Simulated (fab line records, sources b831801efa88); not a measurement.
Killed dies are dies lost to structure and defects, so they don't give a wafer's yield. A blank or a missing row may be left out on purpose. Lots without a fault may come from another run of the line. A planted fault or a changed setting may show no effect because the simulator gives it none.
Split-lot experiment | flow gf180mcu | 5 lots, 27 wafers read, on a route of 602 steps

THE SPLIT
At GF_PASSIVATION_CVD_00 (deposits SiO2 from TEOS, target thk 1000 nm, time 111.95 s), the setting time_s was moved away from the recipe's 111.95 s on 9 of the 27 wafers read, by -36.5% to +42.3%. The other wafers ran this setting at the recipe's value.

The file shows no step between the split and the reading.

THE READING
PASSIVATION_CVD_00_THK, in nm, at GF_PASSIVATION_THK_MEAS_01. Fault-free wafers of this fab line usually give 1007 nm, standard deviation 14 nm.

wafer  | tool, chamber at the split | time_s as run, s | against the recipe | PASSIVATION_CVD_00_THK, nm | against lot-mates on the recipe
L075.1 | pecvd-02, 0                | 111.95           | recipe             | 996                        | -
L075.2 | pecvd-02, 1,0              | 111.95           | recipe             | 1014                       | -
L075.3 | pecvd-02, 1,0              | 111.95           | recipe             | 1013                       | -
L075.4 | pecvd-02, 1                | 111.95           | recipe             | 1021                       | -
L075.5 | pecvd-02, 0                | 111.95           | recipe             | 1020                       | -
L075.6 | pecvd-02, 1                | 111.95           | recipe             | 1021                       | -
L077.1 | pecvd-03, 0                | 86.96            | -22.3%             | 759                        | -240
L077.2 | pecvd-03, 1                | 86.96            | -22.3%             | 768                        | -231
L077.3 | pecvd-03, 2                | 86.96            | -22.3%             | 759                        | -240
L077.4 | pecvd-03, 0                | 111.95           | recipe             | 991                        | -
L077.5 | pecvd-03, 2                | 111.95           | recipe             | 1008                       | -
L077.6 | pecvd-03, 1                | 111.95           | recipe             | 997                        | -
L078.1 | pecvd-02, 1                | 111.95           | recipe             | 1012                       | -
L078.4 | pecvd-02, 0,2              | 111.95           | recipe             | 1022                       | -
L078.6 | pecvd-02, 0,2              | 111.95           | recipe             | 1022                       | -
L080.1 | pecvd-04, 1                | 111.95           | recipe             | 990                        | -
L080.2 | pecvd-04, 2                | 111.95           | recipe             | 1003                       | -
L080.3 | pecvd-04, 0                | 71.11            | -36.5%             | 627                        | -374
L080.4 | pecvd-04, 2                | 71.11            | -36.5%             | 652                        | -349
L080.5 | pecvd-04, 0                | 71.11            | -36.5%             | 650                        | -351
L080.6 | pecvd-04, 1                | 111.95           | recipe             | 1009                       | -
L085.1 | pecvd-04, 1                | 111.95           | recipe             | 993                        | -
L085.2 | pecvd-04, 0                | 159.3            | +42.3%             | 1426                       | +421
L085.3 | pecvd-04, 2                | 159.3            | +42.3%             | 1415                       | +410
L085.4 | pecvd-04, 2                | 111.95           | recipe             | 1007                       | -
L085.5 | pecvd-04, 0                | 111.95           | recipe             | 1015                       | -
L085.6 | pecvd-04, 1                | 159.3            | +42.3%             | 1448                       | +443
Where a row lists several chambers, the file gives one row for several wafers and doesn't say which wafer went through which chamber.

THE FIT
A straight line over all 27 wafers: PASSIVATION_CVD_00_THK changes by +10.1 nm for each +1% of time_s; r = +1.00; the points scatter about the line by 13 nm.
The same after taking each lot's own level away (the mean of its wafers on the recipe; 27 wafers): +10 nm for each +1%; r = +1.00; scatter 11 nm.
On that fit, the largest move of time_s shifts the reading by 4.2e+02 nm.
The lots' own levels span 998.7 to 1018.7 nm, that is 1.4 times the standard deviation above.
So the lot-to-lot level changes the slope little: the two slopes agree.
Check: with one of the wafers moved furthest among these (+42.3%) left out of the fit, the line predicts +424 nm for it against its lot-mates. It came out at +421 nm against them.

THE WHOLE CHAIN: every reading that the file lists as answering this split, in the file's order
step                       | what it does                                                                     | reading                                                                            | change (the file's fit)                                                              | r (the file's)
GF_PASSIVATION_CVD_00      | deposits SiO2 from TEOS, target thk 1000 nm, time 111.95 s                       | SiO2_of_PASSIVATION_CVD_00.thk_nm (the simulator's own value, which no gauge read) | +10 nm for each +1% of the setting                                                   | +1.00
GF_PASSIVATION_THK_MEAS_01 |                                                                                  | PASSIVATION_CVD_00_THK                                                             | +10 for each +1% of the setting                                                      | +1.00
GF_PASSIVATION_ETCH_11     | etches the open film in CF4/O2, stops on TiN, target depth 1800 nm, time 393.4 s | oes_product_au                                                                     | not straight: 0.846 at the lowest setting, 0.972 at the recipe, 0.997 at the highest | not given
GF_PASSIVATION_ETCH_11     | etches the open film in CF4/O2, stops on TiN, target depth 1800 nm, time 393.4 s | PASSIVATION.feature_depth_nm (the simulator's own value, which no gauge read)      | not straight: 1339 at the lowest setting, 1707 at the recipe, 1754 at the highest    | not given

THE FILE'S OWN FIT
PASSIVATION_CVD_00_THK changes by +10 nm for each +1% of time_s, r = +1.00.
